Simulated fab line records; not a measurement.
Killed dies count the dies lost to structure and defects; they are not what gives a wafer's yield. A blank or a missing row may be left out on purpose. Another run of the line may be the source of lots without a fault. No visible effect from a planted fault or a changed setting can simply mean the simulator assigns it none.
8D (eight disciplines) problem report, filled in by code | flow sky130 | the parts of the form that need people (team, actions taken, sign-off) are left out

1. PROBLEM STATEMENT
dose-ions-cm2 at SKY_LDD_N_IMPLANT_09 reads a mean of 7.816e+13 on 6 wafers of 2 lots; wafers without a fault read 7.498e+13 with a standard deviation of 7.8e+10. Relative to the usual mean, that is a shift of +41 standard deviations.
First seen on wafer L380.2, day 22 01:35, on implanter-02. At this step, 39 wafers from 13 lots have a number in the record. Rule for "out" (also "out of limits"): further than 4 standard deviations from the usual mean. The other wafers with a number count as sound.

2. WHAT THIS IS AND IS NOT
question                    | is                     | is not
which readings at this step | dose-ions-cm2          | -
which lots                  | L380, L381             | L368, L369, L371, L372, L373, L375, L386, L387, L389, L390, L391
which wafers of those lots  | all that have a number | -
read on which tools         | implanter-02           | implanter-01, implanter-04
when                        | from day 22 01:35      | up to then (18 sound wafers); but 15 sound wafers of L386, L387, L389, L390, L391 came after

3. SUSPECTS, AND WHAT RULES EACH OUT
Counting: a tool at any process step up to the reading remains a suspect when it ran all the lots that are out and ran no sound lot after the first of those.
- implanter-02 at SKY_LDD_N_IMPLANT_09: ruled out as a lasting fault. Sound lots L386, L389, L391 ran on it after its first lot that is out, L380 (day 22 01:35).
Left after counting: nothing in the record.

4. THE CAUSE (what the simulator had put in)
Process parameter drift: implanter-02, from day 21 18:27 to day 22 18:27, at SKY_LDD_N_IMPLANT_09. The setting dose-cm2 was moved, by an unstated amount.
Counting ruled it out, wrongly.

5. THE EFFECT CHAIN, in route order
Rows list readings where the struck wafers' mean (over those with a number) sits beyond 3 standard deviations from the usual. Readings are gone through only where the record gives a usual standard deviation; hours: the median, over the lots, of the time from a lot's start at the first step in this table giving one to that lot's start at this step; sigmas: the change measured in usual standard deviations.
hours | step                 | reading       | usual     | on struck wafers | change     | sigmas
0     | SKY_LDD_N_IMPLANT_09 | dose-ions-cm2 | 7.498e+13 | 7.816e+13        | +3.180e+12 | +41
The process steps in it:
- SKY_LDD_N_IMPLANT_09
Later steps that measure or inspect, where all struck wafers having a row at the step show a number for every such reading and not one has moved that far: SKY_LI_CONTACT_THK_MEAS_01, SKY_LI_CONTACT_BOW_MEAS_03.

6. WHAT WOULD HAVE CAUGHT IT SOONER
In this record no reading fell out of limits until day 22 01:35, 7 hours after the fault had begun at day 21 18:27.
